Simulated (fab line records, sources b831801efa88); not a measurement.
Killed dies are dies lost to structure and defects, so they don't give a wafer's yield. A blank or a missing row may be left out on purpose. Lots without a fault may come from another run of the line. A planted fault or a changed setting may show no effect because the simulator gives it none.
Chamber matching | flow gf180mcu | GF_V2_CMP_26 on cmp-02: 4 sister chambers
The step polishes, stops on SiO2, t overpolish 15 s, target thk 0 nm. 4 wafers are shown with their chamber, then 7 later ones without.

WAFERS WITH THEIR CHAMBER
wafer  | chamber | motor_current_A (A)
L475.5 | 1       | 9.5
L479.5 | 0       | 12.1
L480.2 | 3       | 11.9
L480.4 | 2       | 10.7

WAFERS WITHOUT THEIR CHAMBER
wafer  | motor_current_A (A)
L480.6 | 11.1
L482.3 | 11.8
L482.4 | 9.4
L482.6 | 9.6
L484.1 | 10.8
L484.2 | 12.4
L484.3 | 11.6

WHICH CHAMBER EACH WENT THROUGH
wafer  | from the rows above     | in truth
L480.6 | can't be placed: 2 or 3 | 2
L482.3 | can't be placed: 3 or 0 | 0
L482.4 | 1                       | 1
L482.6 | 1                       | 1
L484.1 | 2                       | 2
L484.2 | can't be placed: 0 or 3 | 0
L484.3 | can't be placed: 3 or 0 | 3
Placed correctly: 3 of 7. Can't be placed from these rows: 4 (the true chamber is among the candidates in 4). Placed wrongly: 0.
How it was worked out, from the rows above alone: a wafer's distance from a chamber is the root of the sum, over the readings, of the square of ((its reading less the chamber's mean) divided by the reading's scatter). The wafer belongs to the nearest chamber; if the next one is less than 2 further off, it can't be placed. A chamber's mean is the mean of its shown wafers. The scatter: with one shown wafer a chamber, the root of the mean of the squares of how far each hidden wafer lies from its nearest shown one.
